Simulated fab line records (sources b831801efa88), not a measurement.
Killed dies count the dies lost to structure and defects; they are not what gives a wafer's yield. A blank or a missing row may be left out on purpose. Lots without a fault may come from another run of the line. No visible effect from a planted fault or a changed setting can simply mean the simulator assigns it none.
fab line records	flow sky130
record lots=5	wafers=23
route steps=708 shown CAPM@539 METAL3@560 VIA3@575
startH: start of the lot's first displayed wafer, in hours after the record's first day	waitH: how many hours have passed since the lot's step before this one	" as in the row above	L1.1+2: a single row standing in for several wafers	- no value, or no start given	* or withheld: withheld	< > ~ a bound
route shown NAME@n: NAME is a module with steps in the file, n the number in the route of the first one	usual: average and standard deviation across the fault-free wafers	same: alike in all rows	chamber/n: place in a boat	sites: the reading at each site	_std_site: standard deviation across them	_edge_site: inner sites' mean taken away from outer sites' mean	radiusMm: for every site, how far away it sits from the centre of the wafer	mask NAME#n: copy n	behind: the last tool/chamber to shape the wafer	hold: why the lot was held/for how many hours/how that ended	device: the n, p or np transistor that did not switch	end of line: tests run on the same wafers once the route is complete	a step with no rows: only its recipe	killed: the dies lost at the first sort to structure and to defects; this is not the yield of the wafer	map: shows each die of a wafer: x if killed, . if not, _ if none is there
set.NAME: setting as actually run; set.NAME@STEP: the setting as run at that earlier step	model.NAME: the simulator's own value behind a step, which no gauge read
lots run with intentionally changed settings; tables by step, rows by wafer
## steps
# step SKY_CAPM_SPUTTER_02
# recipe material=TiN	targetThkNm=200	tempC=300	powerW=6500	timeS=166.7	chamberPressurePa=0.4
lot.wafer	tool	chamber	startH	waitH	set.timeS	model.TiN_of_CAPM_SPUTTER_02.thkNm
L074.1	pvdSputter-04	-	852.99	0.1	158.2	192.3
L074.2	"	-	"	"	166.7	202.9
L074.4	"	-	"	"	158.2	191
L074.5	"	-	"	"	166.7	201.1
L074.6	"	-	"	"	158.2	191.2
L078.1	pvdSputter-03	-	884.26	0.1	142.2	170.4
L078.2	"	-	"	"	142.2	171.8
L078.3	"	-	"	"	142.2	169.2
L078.5	"	-	"	"	166.7	200.2
L078.6	"	-	"	"	166.7	200.4
L079.1	pvdSputter-04	-	894.43	0.1	166.7	196.4
L079.4	"	-	"	"	166.7	196.3
L079.5	"	-	"	"	166.7	194.7
L080.1	pvdSputter-04	-	905.19	0.1	166.7	195.3
L080.2	"	-	"	"	166.7	197.6
L080.4	"	-	"	"	147.6	175.7
L080.5	"	-	"	"	147.6	173.6
L080.6	"	-	"	"	166.7	199.6
L082.2	pvdSputter-03	-	926.37	0.0	166.7	200.8
L082.3	"	-	"	"	180.4	217.1
L082.4	"	-	"	"	180.4	217.2
L082.5	"	-	"	"	166.7	201.1
L082.6	"	-	"	"	180.4	217.3
# step SKY_CAPM_RS_MEAS_03
# recipe thkMeasGauge=four-point-probe	reads=TiN_of_CAPM_SPUTTER_02
# usual CAPM_TIN_RS=6.97/0.097
lot.wafer	tool	chamber	startH	waitH	set.timeS@CAPM_SPUTTER_02	CAPM_TIN_RS[ohm/sq]
L074.1	filmMetro-04	-	853.10	0.1	158.2	7.19
L074.2	"	-	"	"	166.7	6.80
L074.4	"	-	"	"	158.2	7.23
L074.5	"	-	"	"	166.7	6.86
L074.6	"	-	"	"	158.2	7.23
L078.1	filmMetro-04	-	884.37	0.1	142.2	8.14
L078.2	"	-	"	"	142.2	8.07
L078.3	"	-	"	"	142.2	8.21
L078.5	"	-	"	"	166.7	6.90
L078.6	"	-	"	"	166.7	6.90
L079.1	filmMetro-04	-	894.54	0.1	166.7	7.03
L079.4	"	-	"	"	166.7	7.04
L079.5	"	-	"	"	166.7	7.10
L080.1	filmMetro-01	-	905.30	0.1	166.7	7.10
L080.2	"	-	"	"	166.7	7.01
L080.4	"	-	"	"	147.6	7.91
L080.5	"	-	"	"	147.6	8.01
L080.6	"	-	"	"	166.7	6.94
L082.2	filmMetro-02	-	926.50	0.1	166.7	6.89
L082.3	"	-	"	"	180.4	6.36
L082.4	"	-	"	"	180.4	6.36
L082.5	"	-	"	"	166.7	6.88
L082.6	"	-	"	"	180.4	6.35
# step SKY_CAPM_THK_MEAS_04
# recipe thkMeasGauge=xrf	reads=TiN_of_CAPM_SPUTTER_02
# usual CAPM_TIN_THK=196.1/2.8
lot.wafer	tool	chamber	startH	waitH	set.timeS@CAPM_SPUTTER_02	CAPM_TIN_THK[nm]
L074.1	filmMetro-04	-	853.22	0.1	158.2	189.9
L074.2	"	-	"	"	166.7	200.7
L074.4	"	-	"	"	158.2	189.1
L074.5	"	-	"	"	166.7	199.2
L074.6	"	-	"	"	158.2	189.4
L078.1	filmMetro-04	-	884.49	0.1	142.2	167.3
L078.2	"	-	"	"	142.2	168.6
L078.3	"	-	"	"	142.2	166.6
L078.5	"	-	"	"	166.7	197.1
L078.6	"	-	"	"	166.7	198.0
L079.1	filmMetro-04	-	894.66	0.1	166.7	194.0
L079.4	"	-	"	"	166.7	193.3
L079.5	"	-	"	"	166.7	192.2
L080.1	filmMetro-01	-	905.42	0.1	166.7	192.3
L080.2	"	-	"	"	166.7	194.2
L080.4	"	-	"	"	147.6	174.4
L080.5	"	-	"	"	147.6	171.4
L080.6	"	-	"	"	166.7	197.2
L082.2	filmMetro-02	-	926.61	0.1	166.7	198.9
L082.3	"	-	"	"	180.4	213.8
L082.4	"	-	"	"	180.4	215.2
L082.5	"	-	"	"	166.7	198.5
L082.6	"	-	"	"	180.4	215.4
# step SKY_CAPM_METAL_ETCH_13
# recipe targetDepthNm=220	stopOn=SiO2	chemistry=Cl2/BCl3	target=TiN	pressureMtorr=10	icpW=900	biasW=48.5	Cl2_flow_sccm=60	bcl3FlowSccm=30	timeS=62.9
# usual oesProductAu=0.938/0.0085
lot.wafer	tool	chamber	startH	waitH	set.timeS	set.timeS@CAPM_SPUTTER_02	oesProductAu	model.SiO2_of_CAPM_CVD_00.thkNm	model.NOVOLAK_of_CAPM_COAT_07.thkNm
L074.1	rieMetal-04	0	879.02	0.0	62.9	158.2	0.925	15.35	-
L074.2	"	1	"	"	62.9	166.7	0.949	15.54	997.8
L074.4	"	1	"	"	62.9	158.2	0.909	15.76	-
L074.5	"	0	"	"	62.9	166.7	0.942	15.47	994.1
L074.6	"	1	"	"	62.9	158.2	0.915	15.46	-
L078.1	rieMetal-02	1	910.11	0.0	70.11	142.2	0.847	12.71	-
L078.2	"	0	"	"	62.9	142.2	0.866	15.08	-
L078.3	"	0	"	"	70.11	142.2	0.847	12.69	-
L078.5	"	1	"	"	62.9	166.7	0.942	15.18	997
L078.6	"	0	"	"	62.9	166.7	0.944	15.55	1000
L079.1	rieMetal-02	0	919.36	0.0	62.9	166.7	0.925	15.02	994
L079.4	"	0	"	"	62.9	166.7	0.930	15.41	991.4
L079.5	"	0	"	"	62.9	166.7	0.931	15.41	993.2
L080.1	rieMetal-03	1	929.61	0.0	62.9	166.7	0.935	15.67	999.8
L080.2	"	1	"	"	62.9	166.7	0.928	15.47	998
L080.4	"	1	"	"	62.9	147.6	0.869	15.87	-
L080.5	"	1	"	"	67.2	147.6	0.857	14.35	-
L080.6	"	1	"	"	67.2	166.7	0.925	14.57	987.6
L082.2	rieMetal-04	0	950.62	0.0	62.9	166.7	0.949	15.67	996.5
L082.3	"	0	"	"	62.9	180.4	0.980	15.64	-
L082.4	"	1	"	"	69.83	180.4	0.958	13.57	-
L082.5	"	1	"	"	69.83	166.7	0.923	13.75	978.4
L082.6	"	0	"	"	69.83	180.4	0.974	13.37	-
# step SKY_CAPM_STRIP_14
# recipe chemistry=O2/N2	powerW=1400	pressureMtorr=1500	platenTempC=withheld	o2FlowSccm=3000	n2FlowSccm=300	overashFraction=0.5
# usual stripTimeToEndpointS=12.67/0.039
lot.wafer	tool	chamber	startH	waitH	set.timeS@CAPM_METAL_ETCH_13	stripTimeToEndpointS
L074.1	plasmaAsher-04	0	879.10	0.1	62.9	12.63
L074.2	"	1	"	"	62.9	12.71
L074.4	"	1	"	"	62.9	12.69
L074.5	"	1	"	"	62.9	12.67
L074.6	"	0	"	"	62.9	12.67
L078.1	plasmaAsher-03	0	910.19	0.1	70.11	12.48
L078.2	"	1	"	"	62.9	12.70
L078.3	"	0	"	"	70.11	12.50
L078.5	"	0	"	"	62.9	12.69
L078.6	"	1	"	"	62.9	12.73
L079.1	plasmaAsher-04	1	919.44	0.1	62.9	12.64
L079.4	"	1	"	"	62.9	12.64
L079.5	"	1	"	"	62.9	12.66
L080.1	plasmaAsher-02	1	929.76	0.1	62.9	12.71
L080.2	"	0	"	"	62.9	12.70
L080.4	"	1	"	"	62.9	12.72
L080.5	"	0	"	"	67.2	12.59
L080.6	"	1	"	"	67.2	12.59
L082.2	plasmaAsher-04	0	950.70	0.1	62.9	12.67
L082.3	"	0	"	"	62.9	12.72
L082.4	"	1	"	"	69.83	12.47
L082.5	"	0	"	"	69.83	12.48
L082.6	"	1	"	"	69.83	12.50
# step SKY_METAL3_EXPOSE_10
# recipe maskId=MM3	na=0.68	sourceShape=annular	sigmaInner=0.4	sigmaOuter=0.8	targetCdNm=300	doseMj=28
lot.wafer	tool	chamber	startH	waitH	mask	set.doseMj
L074.1+4+5	krfScanner-01	0	-	-	MM3#0	27.4
L074.2+6	"	0	"	"	MM3#0	28
L078.1+6	krfScanner-02	0	-	-	MM3#0	28
L078.2+3+5	"	0	"	"	MM3#0	28.6
L079.1+4+5	krfScanner-01	0	-	-	MM3#0	28
L080.1+5	krfScanner-02	0	-	-	MM3#0	28
L080.2+4+6	"	0	"	"	MM3#0	29.89
L082.2+4+5	krfScanner-02	0	-	-	MM3#0	28
L082.3+6	"	0	"	"	MM3#0	29.18
# step SKY_METAL3_PEB_11
# recipe pebTempC=withheld	pebTimeS=withheld	resist=KrF-thick
# step SKY_METAL3_DEVELOP_12
# recipe developTimeS=60	resist=KrF-thick	devTempC=22.24
lot.wafer	tool	chamber	startH	waitH	set.doseMj@METAL3_EXPOSE_10	model.METAL3.cdNm
L074.1	lithoTrack-01	0	-	-	27.4	302.3
L074.2	"	0	"	"	28	299.3
L074.4	"	0	"	"	27.4	303
L074.5	"	0	"	"	27.4	302.5
L074.6	"	0	"	"	28	299.1
L078.1	lithoTrack-03	0	-	-	28	300.7
L078.2	"	0	"	"	28.6	296.7
L078.3	"	0	"	"	28.6	296.3
L078.5	"	0	"	"	28.6	296.4
L078.6	"	0	"	"	28	300.6
L079.1	lithoTrack-03	0	-	-	28	298.9
L079.4	"	0	"	"	28	300.3
L079.5	"	0	"	"	28	299
L080.1	lithoTrack-01	0	-	-	28	300.5
L080.2+6	"	0	"	"	29.89	287.3
L080.4	"	0	"	"	29.89	288.6
L080.5	"	0	"	"	28	300.4
L082.2	lithoTrack-02	0	-	-	28	298.2
L082.3	"	0	"	"	29.18	291.8
L082.4	"	0	"	"	28	300.1
L082.5	"	0	"	"	28	300.3
L082.6	"	0	"	"	29.18	292.4
# step SKY_METAL3_CD_MEAS_13
# recipe targetCdNm=300
# usual cdNm=299.4/1.2
lot.wafer	tool	chamber	startH	waitH	set.doseMj@METAL3_EXPOSE_10	cdNm
L074.1	cdSem-02	-	905.27	-	27.4	302.4
L074.2	"	-	"	"	28	299.3
L074.4	"	-	"	"	27.4	302.8
L074.5	"	-	"	"	27.4	302.2
L074.6	"	-	"	"	28	299.2
L078.1	cdSem-02	-	935.07	-	28	301.2
L078.2	"	-	"	"	28.6	296.2
L078.3	"	-	"	"	28.6	296.2
L078.5	"	-	"	"	28.6	296.4
L078.6	"	-	"	"	28	300.6
L079.1	cdSem-02	-	943.62	-	28	298.4
L079.4	"	-	"	"	28	300.1
L079.5	"	-	"	"	28	298.8
L080.1	cdSem-01	-	954.97	-	28	300.6
L080.2	"	-	"	"	29.89	287.4
L080.4	"	-	"	"	29.89	288.9
L080.5	"	-	"	"	28	300.5
L080.6	"	-	"	"	29.89	287.5
L082.2	cdSem-01	-	975.72	-	28	297.7
L082.3	"	-	"	"	29.18	292.1
L082.4	"	-	"	"	28	299.7
L082.5	"	-	"	"	28	300.1
L082.6	"	-	"	"	29.18	292.6
# step SKY_METAL3_DESCUM_15
# recipe chemistry=O2	sourcePowerW=150	biasPowerW=0	pressureMtorr=10	tempC=40	timeS=8
lot.wafer	tool	chamber	startH	waitH	set.doseMj@METAL3_EXPOSE_10	model.METAL3.cdNm
L074.1	rieMetal-02	0	905.43	0.0	27.4	302.2
L074.2	"	1	"	"	28	298.8
L074.4	"	1	"	"	27.4	302.4
L074.5	"	1	"	"	27.4	301.6
L074.6	"	0	"	"	28	299
L078.1	rieMetal-02	0	935.23	0.0	28	300.6
L078.2	"	1	"	"	28.6	295.9
L078.3	"	1	"	"	28.6	295.6
L078.5	"	1	"	"	28.6	295.8
L078.6	"	0	"	"	28	300.1
L079.1	rieMetal-01	1	943.78	0.0	28	298.8
L079.4	"	1	"	"	28	300.6
L079.5	"	1	"	"	28	299.4
L080.1	rieMetal-02	1	955.13	0.0	28	300
L080.2	"	0	"	"	29.89	287.3
L080.4	"	1	"	"	29.89	288
L080.5	"	0	"	"	28	300.5
L080.6	"	1	"	"	29.89	286.7
L082.2	rieMetal-01	0	975.86	0.0	28	298.9
L082.3	"	1	"	"	29.18	292
L082.4	"	0	"	"	28	300.7
L082.5	"	1	"	"	28	300.5
L082.6	"	0	"	"	29.18	293.3
# step SKY_METAL3_ETCH_17
# recipe target=SiO2	stopOn=TiN	chemistry=C4F8/O2/Ar	sourceW=1500	biasW=1200	pressureMtorr=40	c4f8FlowSccm=withheld	O2_flow_sccm=6	Ar_flow_sccm=300	timeS=3.9	targetDepthA=150
# usual oesProductAu=0.754/0.0076
lot.wafer	tool	chamber	startH	waitH	set.biasW	set.timeS@CAPM_METAL_ETCH_13	oesProductAu
L074.1	rieDiel-02	3	905.56	0.1	1200	62.9	0.749
L074.2	"	1	"	"	1136	62.9	0.756
L074.4	"	2	"	"	1200	62.9	0.765
L074.5	"	0	"	"	1136	62.9	0.756
L074.6	"	3	"	"	1136	62.9	0.746
L078.1	rieDiel-03	2	935.36	0.1	1200	70.11	0.683
L078.2	"	0	"	"	1200	62.9	0.743
L078.3	"	3	"	"	1153	70.11	0.685
L078.5	"	0	"	"	1153	62.9	0.746
L078.6	"	1	"	"	1200	62.9	0.756
L079.1	rieDiel-04	0	943.91	0.1	1200	62.9	0.741
L079.4	"	1	"	"	1200	62.9	0.759
L079.5	"	0	"	"	1200	62.9	0.750
L080.1	rieDiel-03	1	955.26	0.1	1200	62.9	0.757
L080.2	"	0	"	"	1285	62.9	0.758
L080.4	"	2	"	"	1285	62.9	0.766
L080.5	"	2	"	"	1200	67.2	0.729
L080.6	"	1	"	"	1200	67.2	0.736
L082.2	rieDiel-02	0	975.99	0.1	1200	62.9	0.758
L082.3	"	2	"	"	1200	62.9	0.759
L082.4	"	3	"	"	1200	69.83	0.709
L082.5	"	0	"	"	1200	69.83	0.716
L082.6	"	1	"	"	1200	69.83	0.709
# step SKY_VIA3_CMP_02
# recipe material=SiO2	downForcePsi=4	platenRpm=60	padVelocityMS=0.94248
lot.wafer	tool	chamber	startH	waitH	set.leaveAboveRefNm	model.SiO2_of_VIA3_HDPCVD_00.thkNm
L074.2	cmp-02	2	906.58	0.0	465	465.3
L074.4	"	3	"	"	465	463.8
L074.1	"	0	"	"	465	466.1
L074.5	"	2	"	"	465	465.1
L074.6	"	3	"	"	465	465
L078.1	cmp-02	1	936.40	0.1	488	490.4
L078.2	"	2	"	"	465	466.4
L078.3	"	0	"	"	465	465.8
L078.6	"	1	"	"	465	466.6
L078.5	"	2	"	"	488	489.1
L079.4	cmp-02	0	945.41	0.1	465	466.2
L079.1	"	2	"	"	465	466.5
L079.5	"	0	"	"	465	464.8
L080.4	cmp-01	3	956.41	0.0	484.5	485
L080.1	"	1	"	"	465	466
L080.2	"	2	"	"	465	466.1
L080.6	"	3	"	"	484.5	485.1
L080.5	"	0	"	"	484.5	485.2
L082.4	cmp-01	3	977.18	0.0	486.5	487
L082.2	"	0	"	"	465	466.6
L082.3	"	2	"	"	465	467.3
L082.6	"	3	"	"	465	466.8
L082.5	"	0	"	"	486.5	488.2
# step SKY_VIA3_EXPOSE_09
# recipe maskId=VIM3	na=0.8	sourceShape=annular	sigmaInner=0.55	sigmaOuter=0.85	targetCdNm=200	doseMj=38
lot.wafer	tool	chamber	startH	waitH	mask	set.doseMj
L074.1+2+6	krfScanner-02	0	-	-	VIM3#0	38
L074.4+5	"	0	"	"	VIM3#0	35.35
L078.1+2+3+5+6	krfScanner-01	0	-	-	VIM3#0	38
L079.1+4+5	krfScanner-02	0	-	-	VIM3#0	38
L080.1+4+5	krfScanner-02	0	-	-	VIM3#0	38
L080.2+6	"	0	"	"	VIM3#0	36.9
L082.2+5+6	krfScanner-01	0	-	-	VIM3#0	38
L082.3+4	"	0	"	"	VIM3#0	39.77
# step SKY_VIA3_PEB_10
# recipe pebTempC=withheld	pebTimeS=withheld	resist=KrF-thick
# step SKY_VIA3_DEVELOP_11
# recipe developTimeS=60	resist=KrF-thick	devTempC=21
# step SKY_VIA3_CD_MEAS_12
# recipe targetCdNm=200
# usual cdNm=199.8/1.5
lot.wafer	tool	chamber	startH	waitH	set.doseMj@VIA3_EXPOSE_09	cdNm
L074.1	cdSem-02	-	931.89	-	38	201.3
L074.2	"	-	"	"	38	200.9
L074.4	"	-	"	"	35.35	187.5
L074.5	"	-	"	"	35.35	187.9
L074.6	"	-	"	"	38	201.2
L078.1	cdSem-02	-	960.22	-	38	200.1
L078.2	"	-	"	"	38	201.7
L078.3	"	-	"	"	38	199.6
L078.5	"	-	"	"	38	200.1
L078.6	"	-	"	"	38	200.0
L079.1	cdSem-02	-	969.62	-	38	198.9
L079.4	"	-	"	"	38	200.0
L079.5	"	-	"	"	38	200.3
L080.1	cdSem-01	-	981.09	-	38	202.2
L080.2	"	-	"	"	36.9	195.9
L080.4	"	-	"	"	38	202.1
L080.5	"	-	"	"	38	201.6
L080.6	"	-	"	"	36.9	195.1
L082.2	cdSem-01	-	1001.49	-	38	201.5
L082.3	"	-	"	"	39.77	210.5
L082.4	"	-	"	"	39.77	209.8
L082.5	"	-	"	"	38	199.9
L082.6	"	-	"	"	38	202.3
# step SKY_VIA3_ETCH_14
# recipe chemistry=N2/H2	target=BARC	ionEnergyEv=200	sourceW=500	biasW=100	pressureMtorr=30	n2FlowSccm=100	h2FlowSccm=200	stopOn=SiO2	timeS=45.9	targetDepthA=600
lot.wafer	tool	chamber	startH	waitH	set.pressureMtorr	set.doseMj@VIA3_EXPOSE_09	model.VIA3.cdNm
L074.1	rieDiel-04	3	932.04	0.0	30	38	202
L074.2	"	1	"	"	30	38	200.4
L074.4	"	2	"	"	30	35.35	187.1
L074.5	"	3	"	"	30	35.35	188.5
L074.6	"	2	"	"	30	38	201.3
L078.1+6	rieDiel-01	0,1	960.38	0.0	25.52	38	199.5
L078.2	"	1	"	"	25.52	38	201.1
L078.3	"	3	"	"	25.52	38	200.6
L078.5	"	2	"	"	25.52	38	199.4
L079.1	rieDiel-01	0	969.78	0.0	30	38	199.1
L079.4	"	3	"	"	30	38	200.6
L079.5	"	2	"	"	30	38	199.9
L080.1	rieDiel-03	2	981.24	0.0	32.18	38	202.3
L080.2	"	1	"	"	32.18	36.9	196.2
L080.4	"	3	"	"	32.18	38	201.3
L080.5	"	1	"	"	32.18	38	202.8
L080.6	"	0	"	"	32.18	36.9	195.2
L082.2	rieDiel-03	3	1001.63	0.0	28.15	38	201.9
L082.3	"	2	"	"	28.15	39.77	211
L082.4	"	1	"	"	28.15	39.77	211.3
L082.5	"	2	"	"	28.15	38	200.1
L082.6	"	3	"	"	28.15	38	202.5
# step SKY_VIA3_ETCH_15
# recipe target=SiO2	chemistry=C4F8/O2/Ar	targetDepthNm=507	stopOn=TiN	maskMaterial=KrF-thick	sourceW=1500	biasW=1200	pressureMtorr=40	c4f8FlowSccm=withheld	O2_flow_sccm=6	Ar_flow_sccm=300	timeS=78
# usual oesProductAu=0.946/0.0051
lot.wafer	tool	chamber	startH	waitH	set.leaveAboveRefNm@VIA3_CMP_02	oesProductAu	model.VIA3.featureDepthNm
L074.1	rieDiel-04	3	932.08	0.0	465	0.944	466.1
L074.2	"	1	"	"	465	0.948	465.3
L074.4	"	2	"	"	465	0.941	463.8
L074.5	"	3	"	"	465	0.943	465.1
L074.6	"	2	"	"	465	0.938	465
L078.1	rieDiel-01	0	960.42	0.0	488	0.966	490.3
L078.2	"	1	"	"	465	0.949	466.3
L078.3	"	3	"	"	465	0.946	465.7
L078.5	"	2	"	"	488	0.973	489.1
L078.6	"	1	"	"	465	0.949	466.6
L079.1	rieDiel-01	0	969.82	0.0	465	0.948	466.5
L079.4	"	3	"	"	465	0.939	466.2
L079.5	"	2	"	"	465	0.941	464.8
L080.1	rieDiel-03	2	981.29	0.0	465	0.952	466
L080.2	"	1	"	"	465	0.943	466.1
L080.4	"	3	"	"	484.5	0.972	485
L080.5	"	1	"	"	484.5	0.967	485.2
L080.6	"	0	"	"	484.5	0.970	485.1
L082.2	rieDiel-03	3	1001.67	0.0	465	0.947	466.6
L082.3	"	2	"	"	465	0.944	467.3
L082.4	"	1	"	"	486.5	0.975	486.9
L082.5	"	2	"	"	486.5	0.977	488.2
L082.6	"	3	"	"	465	0.946	466.7
## key
split step=SKY_CAPM_SPUTTER_02	setting=timeS	stated=166.7	by=wafer
response step=SKY_CAPM_SPUTTER_02	reading=model.TiN_of_CAPM_SPUTTER_02.thkNm	change=+2.01	per=1%	r=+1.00
response step=SKY_CAPM_RS_MEAS_03	reading=CAPM_TIN_RS	change=-0.0801	per=1%	r=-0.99
response step=SKY_CAPM_THK_MEAS_04	reading=CAPM_TIN_THK	change=+1.99	per=1%	r=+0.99
response step=SKY_CAPM_METAL_ETCH_13	reading=oesProductAu	change=+0.00571	per=1%	r=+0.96
split step=SKY_CAPM_METAL_ETCH_13	setting=timeS	stated=62.9	by=wafer
response step=SKY_CAPM_METAL_ETCH_13	reading=model.SiO2_of_CAPM_CVD_00.thkNm	change=-0.203	per=1%	r=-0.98
response step=SKY_CAPM_METAL_ETCH_13	reading=model.NOVOLAK_of_CAPM_COAT_07.thkNm	change=-1.64	per=1%	r=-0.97
response step=SKY_CAPM_STRIP_14	reading=stripTimeToEndpointS	change=*	per=1%	r=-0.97
response step=SKY_METAL3_ETCH_17	reading=oesProductAu	change=-0.00485	per=1%	r=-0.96
split step=SKY_METAL3_EXPOSE_10	setting=doseMj	stated=28	by=wafer
response step=SKY_METAL3_DEVELOP_12	reading=model.METAL3.cdNm	change=-1.84	per=1%	r=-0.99
response step=SKY_METAL3_CD_MEAS_13	reading=cdNm	change=-1.81	per=1%	r=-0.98
response step=SKY_METAL3_DESCUM_15	reading=model.METAL3.cdNm	change=-1.86	per=1%	r=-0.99
split step=SKY_METAL3_ETCH_17	setting=biasW	stated=1200	by=wafer
response none clear
split step=SKY_VIA3_CMP_02	setting=leaveAboveRefNm	stated=465	by=wafer
response step=SKY_VIA3_CMP_02	reading=model.SiO2_of_VIA3_HDPCVD_00.thkNm	change=+4.6	per=1%	r=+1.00
response step=SKY_VIA3_ETCH_15	reading=oesProductAu	change=+0.00532	per=1%	r=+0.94
response step=SKY_VIA3_ETCH_15	reading=model.VIA3.featureDepthNm	change=+4.6	per=1%	r=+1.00
split step=SKY_VIA3_EXPOSE_09	setting=doseMj	stated=38	by=wafer
response step=SKY_VIA3_CD_MEAS_12	reading=cdNm	change=+1.96	per=1%	r=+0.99
response step=SKY_VIA3_ETCH_14	reading=model.VIA3.cdNm	change=+2	per=1%	r=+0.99
split step=SKY_VIA3_ETCH_14	setting=pressureMtorr	stated=30	by=lot
response none clear
